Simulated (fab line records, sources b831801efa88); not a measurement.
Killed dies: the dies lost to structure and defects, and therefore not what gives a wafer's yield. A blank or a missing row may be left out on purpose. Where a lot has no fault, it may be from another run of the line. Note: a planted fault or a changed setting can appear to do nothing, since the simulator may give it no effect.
Check of tool commonality + flow gf180mcu + 24 wafers sampled across 8 lots

## REASON FOR OPENING
GF_DNWELL_TW_MEAS_09, reading DNWELL_TW: flagged on 4 of 8 lots. No-fault wafers: 1348, standard deviation 16.
Rule: a lot gets a flag if all its wafers with a number sit over 4 standard deviations from that mean, or if no wafer of it has a number. As for the other lots, they are considered sound.

| lot  | measured    | on            | DNWELL_TW, wafer by wafer | flag    |
|------|-------------|---------------|---------------------------|---------|
| L290 | day 2 19:02 | film_metro-03 | 1374 1378 1378            |         |
| L291 | day 3 01:23 | film_metro-03 | 1360 1365 1371            |         |
| L292 | day 3 07:13 | film_metro-01 | 1330 1334 1331            |         |
| L293 | day 3 11:35 | film_metro-03 | 1365 1366 1365            |         |
| L295 | day 3 22:39 | film_metro-01 | 2509 2503 2506            | FLAGGED |
| L296 | day 4 03:14 | film_metro-02 | 2518 2537 2514            | FLAGGED |
| L297 | day 4 07:20 | film_metro-01 | 2498 2512 2519            | FLAGGED |
| L298 | day 4 12:39 | film_metro-02 | 2515 2513 2503            | FLAGGED |
The mean of the flagged lots' numbers is 2512, +1164 from the usual (+73 standard deviations).

## WHICH TOOL EACH LOT WENT THROUGH
The record keeps 1 process step preceding the reading, out of 602 steps on the route. Each cell gives the tool, then ch followed by the chambers the sampled wafers passed through, then the start.
| lot  | flag    | GF_DNWELL_IMPLANT_07           |
|------|---------|--------------------------------|
| L290 |         | implanter-03 ch 0, day 2 18:47 |
| L291 |         | implanter-03 ch 0, day 3 01:08 |
| L292 |         | implanter-03 ch 0, day 3 06:58 |
| L293 |         | implanter-02 ch 0, day 3 11:21 |
| L295 | FLAGGED | implanter-02 ch 0, day 3 22:26 |
| L296 | FLAGGED | implanter-02 ch 0, day 4 02:59 |
| L297 | FLAGGED | implanter-03 ch 0, day 4 07:05 |
| L298 | FLAGGED | implanter-03 ch 0, day 4 12:25 |
What is done by these steps:
- GF_DNWELL_IMPLANT_07
- GF_DNWELL_TW_MEAS_09

## FLAGGED OVER TOTAL, TOOL BY TOOL (the gauges that took the reading come last)
| step                 | tool          | lots run | flagged | share of the flagged lots | sound lots run after its first flagged lot |
|----------------------|---------------|----------|---------|---------------------------|--------------------------------------------|
| GF_DNWELL_IMPLANT_07 | implanter-02  | 3        | 2       | some                      | 0                                          |
| GF_DNWELL_IMPLANT_07 | implanter-03  | 5        | 2       | some                      | 0                                          |
| GF_DNWELL_TW_MEAS_09 | film_metro-01 | 3        | 2       | some                      | 0                                          |
| GF_DNWELL_TW_MEAS_09 | film_metro-02 | 2        | 2       | some                      | 0                                          |
| GF_DNWELL_TW_MEAS_09 | film_metro-03 | 3        | 0       | none                      | -                                          |

## WHAT THE TABLE ALLOWS
No row of the table ran every flagged lot.

## WHAT THE SIMULATOR PUT IN
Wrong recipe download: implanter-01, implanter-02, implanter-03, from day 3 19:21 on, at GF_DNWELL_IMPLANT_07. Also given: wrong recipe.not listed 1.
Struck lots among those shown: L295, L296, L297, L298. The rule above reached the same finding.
